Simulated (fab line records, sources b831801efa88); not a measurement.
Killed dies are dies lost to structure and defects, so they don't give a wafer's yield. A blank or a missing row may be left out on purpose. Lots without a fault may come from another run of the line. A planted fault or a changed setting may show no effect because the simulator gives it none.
One fault seen from 2 desks | flow sky130 | each desk has only its own numbers; what lay behind them comes last

THE METROLOGY DESK
What the gauges read, lot by lot, whatever tool the lot ran on: means of the sampled wafers that have a number. A lot is out of limits, marked OUT, if its mean lies more than 4 standard deviations from the usual mean; the brackets give that distance.
Columns: A = VT_ADJUST_NCORE_TW at SKY_VT_ADJUST_NCORE_TW_MEAS_11, usual 217; B = LDD_LDN_TW at SKY_LDD_LDN_TW_MEAS_13, usual 1477; C = LOCAL_INTERCONNECT_OVL at SKY_LOCAL_INTERCONNECT_OVL_MEAS_12, usual -5 nm; D = CONTACT_BOW at SKY_CONTACT_BOW_MEAS_05, usual 81 um
lot  | first seen here | A              | B    | C   | D
L925 | day 8 18:37     | 222            | 1439 | -2  | 78
L926 | day 9 01:38     | 222            | 1496 | -2  | 84
L927 | day 9 04:47     | 211            | 1500 | -8  | 82
L929 | day 9 22:20     | 200            | 1433 | -8  | 77
L928 | day 9 23:00     | 190 (-4.9) OUT | 1500 | -3  | 88
L930 | day 10 05:25    | 211            | 1431 | -4  | 82
L937 | day 13 04:15    | 211            | 1492 | 3   | 84
L938 | day 13 15:31    | 210            | 1469 | -2  | 71
L940 | day 13 17:35    | 222            | 1431 | -10 | 78
L939 | day 13 19:16    | 210            | 1489 | -4  | 86
L941 | day 14 00:52    | 209            | 1497 | -2  | 84
L943 | day 14 08:13    | 221            | 1498 | -6  | 83
L944 | day 14 09:42    | 209            | 1486 | -6  | 86
This desk's finding: out of limits on L928; first on L928, day 9 23:00 (VT_ADJUST_NCORE_TW at SKY_VT_ADJUST_NCORE_TW_MEAS_11). In limits: L925, L926, L927, L929, L930, L937, L938, L940, L939, L941, L943, L944.

THE TOOL OWNER'S DESK: implanter-03
The tool's own readings at SKY_VT_ADJUST_NCORE_IMPLANT_09: means of the sampled wafers that have a number, for each lot that ran on this tool. A lot is out of limits, marked OUT, if its mean lies more than 4 standard deviations from the usual mean; the brackets give that distance.
Columns: A = beam_energy_keV at SKY_VT_ADJUST_NCORE_IMPLANT_09, usual 10.000; B = end_station_pressure_torr at SKY_VT_ADJUST_NCORE_IMPLANT_09, usual 5.02e-06 Torr
lot  | first seen here | A                       | B
L925 | day 8 18:24     | 10.002                  | 5.26e-06
L927 | day 9 04:34     | 10.001                  | 5.10e-06
L929 | day 9 22:07     | 6.351 (-99 or more) OUT | 4.81e-06
L928 | day 9 22:47     | 6.349 (-99 or more) OUT | 4.90e-06
L937 | day 13 04:00    | 10.001                  | 5.19e-06
L938 | day 13 15:18    | 9.999                   | 5.13e-06
L940 | day 13 17:20    | 9.999                   | 5.14e-06
This desk's finding: out of limits on L928, L929; first on L929, day 9 22:07 (beam_energy_keV at SKY_VT_ADJUST_NCORE_IMPLANT_09). In limits: L925, L927, L937, L938, L940.

PUT TOGETHER
The tool owner's desk could have raised an alarm at day 9 22:07, on L928, L929.
The metrology desk could have raised an alarm at day 9 23:00, on L928.
The metrology desk has L929 on record, within its limits.
Of the lots named, all ran SKY_VT_ADJUST_NCORE_IMPLANT_09 on implanter-03.

WHAT THE SIMULATOR HAD PUT IN
Process parameter drift: implanter-03, from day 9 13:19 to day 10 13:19, at SKY_VT_ADJUST_NCORE_IMPLANT_09. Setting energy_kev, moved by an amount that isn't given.
Lots struck among those shown: L928, L929.
Hours from the fault's start to each desk's first reading out of limits: the tool owner's desk, 9; the metrology desk, 10.
